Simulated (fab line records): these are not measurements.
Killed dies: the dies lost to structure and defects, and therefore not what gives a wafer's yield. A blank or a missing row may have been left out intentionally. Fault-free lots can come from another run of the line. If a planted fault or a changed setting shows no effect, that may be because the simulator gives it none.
fab line records | flow gf180mcu
[record] lots = 11 wafers = 33 lastDay = 34
route steps=602 shown NSD@245 V2@387 M3@413
lots with no fault: from the same line, run without faults
startH: the number of hours between the record's first day and the start of the first shown wafer of the lot | waitH: how many hours have passed since the lot's step before this one | " same as the row above | L1.1+2: a row that stands for several wafers | - no value present, or no start provided | * or withheld: withheld | < > ~ a bound
route shown NAME@n: a module of which the file shows steps, and the number in the route of the first | usual: the fault-free wafers' mean and standard deviation | same: alike in all rows | chamber/n: place in a boat | sites: readings site by site | _std_site: the standard deviation of these | _edge_site: mean of outer sites minus mean of inner sites | radiusMm: how far each site lies from the wafer's centre | mask NAME#n: copy n | behind: the tool/chamber that last shaped the wafer | hold: why the lot went on hold/how many hours it stayed there/how the hold came to an end | device: which transistor (n, p or np) failed to switch | end of line: the tests these same wafers got at the end of their route | a step without rows: its recipe alone | killed: count of dies lost to structure and defects at first sort (not the wafer's yield) | map: a wafer's dies, x killed, . not, _ none there
set.NAME: setting as actually run; set.NAME@STEP: the setting as run at that earlier step | model.NAME: the simulator's own value behind a step, which no gauge read
route steps across a sampled set of lots; one table per step, one row per wafer
services: a tool's chamber out of use, with start hour (startH, from the record's first day; less than 0 if before it), hours out, and reason
[[steps]]
[step GF_NSD_IMPLANT_10]
[recipe] species = P energyKev = 40 doseCm2 = 5e+14 tiltDeg = 7
[usual] doseIonsCm2 = 5e+14/6.8e+11 endStationPressureTorr = 7.3e-06/4e-07 faradayCurrentUA = 2783/58
// columns lot.wafer tool chamber startH waitH doseIonsCm2 endStationPressureTorr faradayCurrentUA
L722.2 implanter-01 0 295.74 0.1 4.987e+14 7.1e-06 2847
L722.3 " 0 " " 5e+14 7.2e-06 2814
L722.4 " 0 " " 4.994e+14 7.7e-06 2800
L723.3 implanter-04 0 307.58 0.1 4.992e+14 7.2e-06 2735
L723.5 " 0 " " 4.989e+14 7.1e-06 2721
L723.6 " 0 " " 4.994e+14 7.1e-06 2749
L724.2 implanter-01 0 310.64 0.1 4.993e+14 6.9e-06 2743
L724.3 " 0 " " 5.002e+14 7.3e-06 2760
L724.4 " 0 " " 4.989e+14 7e-06 2789
L726.2 implanter-03 0 326.79 0.1 5.002e+14 7.2e-06 2747
L726.3 " 0 " " 4.992e+14 7.2e-06 2768
L726.6 " 0 " " 5.005e+14 7.4e-06 2730
L729.1 implanter-01 0 348.13 0.1 5.003e+14 6.8e-06 2770
L729.3 " 0 " " 5e+14 6.9e-06 2770
L729.4 " 0 " " 5.005e+14 6.9e-06 2689
L730.2 implanter-03 0 355.40 0.1 4.997e+14 6.9e-06 2806
L730.3 " 0 " " 4.988e+14 7.4e-06 2830
L730.6 " 0 " " 4.991e+14 7.3e-06 2832
L738.1 implanter-03 0 430.23 0.1 7.667e+14 8.8e-06 4319
L738.4 " 0 " " 7.647e+14 9e-06 4187
L738.5 " 0 " " 7.654e+14 8.4e-06 4461
L739.1 implanter-03 0 433.68 0.1 7.645e+14 8.9e-06 4378
L739.2 " 0 " " 7.65e+14 8e-06 4225
L739.3 " 0 " " 7.655e+14 9e-06 4178
L743.1 implanter-04 0 487.12 0.1 5.017e+14 7.1e-06 2884
L743.2 " 0 " " 5.004e+14 8.7e-06 2696
L743.3 " 0 " " 5.004e+14 7.2e-06 2823
L744.1 implanter-04 0 490.32 0.1 4.997e+14 8.1e-06 2833
L744.2 " 0 " " 5.006e+14 7.1e-06 2781
L744.4 " 0 " " 5.007e+14 7e-06 2777
L745.1 implanter-03 0 503.52 0.1 4.988e+14 6.9e-06 2792
L745.3 " 0 " " 4.984e+14 7.6e-06 2741
L745.4 " 0 " " 4.974e+14 6.7e-06 2748
[step GF_NSD_STRIP_11]
[recipe] chemistry = O2/N2 powerW = 1400 pressureMtorr = 1500 platenTempC = 250 o2FlowSccm = 3000 n2FlowSccm = 300 overashFraction = 0.5
[usual] drypumpMotorCurrentA = 5.6/0.35 heaterPowerW = 342/30 oesProductAu = 0.487/0.0049 stripTimeToEndpointS = 22.96/0.041
// columns lot.wafer tool chamber startH waitH drypumpMotorCurrentA heaterPowerW oesProductAu rfHoursCounterH stripTimeToEndpointS
L722.2 plasmaAsher-04 1 295.86 0.1 6.2 293 0.484 65 22.90
L722.3 " 0 " " 5.6 352 0.490 - 22.91
L722.4 " 1 " " 6.2 282 0.478 - 22.90
L723.3 plasmaAsher-02 0 307.71 0.1 5.8 353 0.486 - 22.92
L723.5 " 1 " " 5.5 373 0.490 - 22.94
L723.6 " 0 " " 5.8 357 0.485 - 22.99
L724.2 plasmaAsher-04 0 310.76 0.1 5.6 352 0.483 66 22.88
L724.3 " 1 " " 6.2 290 0.480 - 22.87
L724.4 " 0 " " 5.6 346 0.487 - 22.88
L726.2 plasmaAsher-01 1 326.91 0.1 5.0 334 0.493 57 22.91
L726.3 " 0 " " 5.6 309 0.486 - 22.96
L726.6 " 1 " " 5.0 339 0.494 - 22.94
L729.1 plasmaAsher-01 1 348.28 0.1 5.0 336 0.483 59 22.94
L729.3 " 0 " " 5.6 309 0.491 - 22.99
L729.4 " 1 " " 4.9 348 0.481 - 22.89
L730.2 plasmaAsher-02 0 355.52 0.1 5.8 365 0.481 69 22.98
L730.3 " 0 " " 5.8 351 0.486 - 23.00
L730.6 " 0 " " 5.8 357 0.486 - 22.99
L738.1 plasmaAsher-02 1 430.38 0.1 5.5 362 0.474 0 23.27
L738.4 " 1 " " 5.5 346 0.484 - 23.25
L738.5 " 0 " " 5.8 383 0.488 - 23.29
L739.1 plasmaAsher-02 0 433.83 0.1 5.8 381 0.487 0 23.22
L739.2 " 1 " " 5.5 360 0.484 0 23.25
L739.3 " 0 " " 5.8 370 0.482 - 23.22
L743.1 plasmaAsher-02 0 487.27 0.1 5.8 366 0.486 6 22.93
L743.2 " 1 " " 5.5 365 0.483 6 22.93
L743.3 " 0 " " 5.8 376 0.479 - 22.96
L744.1 plasmaAsher-04 0 490.47 0.1 5.6 341 0.485 86 22.90
L744.2 " 1 " " 6.2 282 0.485 86 22.94
L744.4 " 0 " " 5.6 352 0.481 - 22.90
L745.1 plasmaAsher-02 0 503.67 0.1 5.8 369 0.495 7 22.93
L745.3 " 1 " " 5.5 356 0.486 - 22.95
L745.4 " 0 " " 5.8 377 0.485 - 22.94
[step GF_PSD_RS_MEAS_14]
[recipe] thkMeasGauge = four-point-probe
[usual] NSD_RS = 46.15/0.083
// columns lot.wafer tool chamber startH waitH NSD_RS[ohm/sq]
L722.2 filmMetro-03 - 316.57 0.1 46.07
L722.3 " - " " 46.19
L722.4 " - " " 46.05
L723.3 filmMetro-04 - 328.49 0.1 46.21
L723.5 " - " " 46.15
L723.6 " - " " 45.95
L724.2 filmMetro-01 - 331.99 0.1 46.22
L724.3 " - " " 46.27
L724.4 " - " " 46.16
L726.2 filmMetro-01 - 348.52 0.1 46.20
L726.3 " - " " 46.19
L726.6 " - " " 46.12
L729.1 filmMetro-03 - 370.52 0.1 46.11
L729.3 " - " " 46.22
L729.4 " - " " 46.11
L730.2 filmMetro-01 - 378.14 0.1 46.25
L730.3 " - " " 46.28
L730.6 " - " " 46.19
L738.1 filmMetro-01 - 455.60 0.1 43.29
L738.4 " - " " 43.22
L738.5 " - " " 43.04
L739.1 filmMetro-04 - 458.62 0.1 43.26
L739.2 " - " " 43.25
L739.3 " - " " 43.31
L743.1 filmMetro-01 - 511.05 0.1 46.17
L743.2 " - " " 46.19
L743.3 " - " " 46.21
L744.1 filmMetro-04 - 514.62 0.1 46.09
L744.2 " - " " 46.20
L744.4 " - " " 46.26
L745.1 filmMetro-03 - 527.22 0.1 46.14
L745.3 " - " " 46.06
L745.4 " - " " 45.95
[step GF_V2_BOW_MEAS_05]
[recipe] mode = bow
[usual] V2_BOW = 100/7.9
// columns lot.wafer tool chamber startH waitH V2_BOW[um]
L722.2 filmMetro-03 - 437.07 0.2 110
L722.3 " - " " 87
L722.4 " - " " 89
L723.3 filmMetro-02 - 448.32 0.1 100
L723.5 " - " " 92
L723.6 " - " " 104
L724.2 filmMetro-02 - 455.34 0.2 103
L724.3 " - " " 106
L724.4 " - " " 100
L726.2 filmMetro-02 - 471.71 0.2 100
L726.3 " - " " 103
L726.6 " - " " 99
L729.1 filmMetro-03 - 495.64 0.1 100
L729.3 " - " " 103
L729.4 " - " " 98
L730.2 filmMetro-04 - 504.81 0.1 90
L730.3 " - " " 99
L730.6 " - " " 114
L738.1 filmMetro-04 - 579.20 0.2 93
L738.4 " - " " 91
L738.5 " - " " 105
L739.1 filmMetro-02 - 580.58 0.2 82
L739.2 " - " " 96
L739.3 " - " " 83
L743.1 filmMetro-02 - 628.47 0.1 92
L743.2 " - " " 93
L743.3 " - " " 79
L744.1 filmMetro-03 - 629.98 0.2 113
L744.2 " - " " 107
L744.4 " - " " 108
L745.1 filmMetro-03 - 642.38 0.2 99
L745.3 " - " " 97
L745.4 " - " " 87
[step GF_V2_SPUTTER_22]
[recipe] material = TiN targetThkNm = 10 chamberPressurePa = 5 powerW = 4000 timeS = 40
[usual] chamberPressurePa = 5.001/0.01 throttleValvePct = 29.8/1
// columns lot.wafer tool chamber startH waitH chamberPressurePa throttleValvePct
L722.2 pvdSputter-04 - 462.47 0.0 5.006 28.7
L722.3 " - " " 5.003 28.9
L722.4 " - " " 5.000 29.7
L723.3 pvdSputter-01 - 473.47 0.0 4.990 29.1
L723.5 " - " " 4.994 29.3
L723.6 " - " " 4.993 30.6
L724.2 pvdSputter-01 - 480.55 0.0 5.022 29.5
L724.3 " - " " 4.970 29.4
L724.4 " - " " 5.029 29.3
L726.2 pvdSputter-04 - 496.44 0.0 5.012 28.5
L726.3 " - " " 4.998 29.7
L726.6 " - " " 5.010 28.6
L729.1 pvdSputter-01 - 519.55 0.0 4.999 30.9
L729.3 " - " " 4.994 29.4
L729.4 " - " " 4.996 29.6
L730.2 pvdSputter-01 - 528.84 0.0 4.970 29.7
L730.3 " - " " 5.008 29.2
L730.6 " - " " 5.009 30.7
L738.1 pvdSputter-01 - 601.28 0.0 5.002 29.6
L738.4 " - " " 5.014 29.4
L738.5 " - " " 4.986 30.8
L739.1 pvdSputter-03 - 602.84 0.0 4.995 29.3
L739.2 " - " " 5.010 31.6
L739.3 " - " " 4.980 31.5
L743.1 pvdSputter-04 - 649.67 0.0 5.004 29.9
L743.2 " - " " 4.988 28.7
L743.3 " - " " 4.997 28.6
L744.1 pvdSputter-03 - 651.31 0.0 4.998 31.5
L744.2 " - " " 5.007 31.5
L744.4 " - " " 5.004 29.3
L745.1 pvdSputter-03 - 662.73 0.0 5.007 29.6
L745.3 " - " " 4.999 28.3
L745.4 " - " " 4.996 31.5
[step GF_M3_SPUTTER_04]
[recipe] material = TiN targetThkNm = 50 powerW = 6500 timeS = 41.7 chamberPressurePa = 0.4
[usual] chamberPressurePa = 0.4000/0.00084 throttleValvePct = 29.6/0.76
// columns lot.wafer tool chamber startH waitH chamberPressurePa throttleValvePct
L722.2 pvdSputter-01 - 463.29 0.0 0.4000 30.8
L722.3 " - " " 0.4019 29.7
L722.4 " - " " 0.4003 29.3
L723.3 pvdSputter-02 - 474.28 0.0 0.3999 32.9
L723.5 " - " " 0.4006 31.1
L723.6 " - " " 0.4014 29.6
L724.2 pvdSputter-01 - 481.47 0.0 0.3993 29.4
L724.3 " - " " 0.3999 30.8
L724.4 " - " " 0.3982 29.5
L726.2 pvdSputter-01 - 497.25 0.0 0.4011 31.0
L726.3 " - " " 0.4002 29.4
L726.6 " - " " 0.4000 29.1
L729.1 pvdSputter-04 - 520.36 0.0 0.4015 28.7
L729.3 " - " " 0.4007 29.6
L729.4 " - " " 0.3996 28.8
L730.2 pvdSputter-04 - 529.66 0.0 0.3994 28.6
L730.3 " - " " 0.4001 29.7
L730.6 " - " " 0.3986 29.0
L738.1 pvdSputter-04 - 602.10 0.0 0.3992 28.7
L738.4 " - " " 0.4009 28.8
L738.5 " - " " 0.3982 28.8
L739.1 pvdSputter-01 - 603.65 0.0 0.3991 29.3
L739.2 " - " " 0.4003 29.7
L739.3 " - " " 0.4006 30.7
L743.1 pvdSputter-04 - 650.48 0.0 0.4010 29.4
L743.2 " - " " 0.4013 28.5
L743.3 " - " " 0.4014 29.6
L744.1 pvdSputter-01 - 652.12 0.0 0.3998 29.4
L744.2 " - " " 0.4005 29.3
L744.4 " - " " 0.4008 29.3
L745.1 pvdSputter-01 - 663.54 0.0 0.4004 29.7
L745.3 " - " " 0.3991 29.3
L745.4 " - " " 0.3986 29.2
[[services]]
// columns tool chamber startH hours kind
implanter-01 - 281.08 2.5 pm
pvdSputter-03 - 320.39 3.4 repair
pvdSputter-04 - 359.09 1.0 repair
pvdSputter-03 - 378.91 4.7 repair
implanter-04 - 394.60 2.1 repair
pvdSputter-04 - 413.29 8.1 repair
plasmaAsher-02 - 421.25 9.0 pm
implanter-04 - 436.74 3.5 pm
plasmaAsher-01 - 440.60 0.4 repair
plasmaAsher-02 - 443.42 1.0 repair
implanter-04 - 461.10 5.4 repair
implanter-01 - 500.27 4.1 repair
plasmaAsher-02 - 504.47 0.9 repair
implanter-03 - 518.71 22.6 repair
pvdSputter-01 - 534.14 18.9 repair
pvdSputter-04 - 535.79 6.6 repair
implanter-01 - 540.34 7.4 repair
implanter-03 - 541.33 5.3 pm
implanter-03 - 558.78 5.3 pm
implanter-01 - 581.77 5.3 repair
pvdSputter-03 - 583.97 1.8 repair
implanter-04 - 585.64 1.6 repair
plasmaAsher-01 - 600.23 15.6 pm
plasmaAsher-02 - 631.02 3.8 repair
[[key]]
[firstSign] step = GF_NSD_IMPLANT_10 reading = doseIonsCm2 direction = up sigmas = 99+ usual = 5e+14 struck = 7.653e+14
[effect] step = GF_NSD_IMPLANT_10 reading = faradayCurrentUA direction = up sigmas = 26 usual = 2783 struck = 4291
[effect] step = GF_NSD_STRIP_11 reading = stripTimeToEndpointS direction = up sigmas = 7 usual = * struck = *
[effect] step = GF_PSD_RS_MEAS_14 reading = NSD_RS direction = down sigmas = 35 usual = 46.15 struck = 43.23
metAt GF_NSD_IMPLANT_10
struckLots L738,L739
testerLeftOut L738,L739
notActingAt GF_V2_BOW_MEAS_05,GF_V2_SPUTTER_22,GF_M3_SPUTTER_04
onsetBetween 355.40 430.23
[fault] kind = processParameterDrift tool = implanter-03 chamber = - onsetH = 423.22 steps = GF_NSD_IMPLANT_10 channel = doseCm2 offset = 2.6546e+14 shape = step endH = 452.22 actsIn = theseRecipesOnly stated = 5e+14
// testerLeftOut: of these lots the tester's yield and bins aren't shown, on N5 and GAA mostly nor the transistor test; their killed dies are dies lost to structure and defects alone, not to doping, threshold or leakage, so they don't give the yield
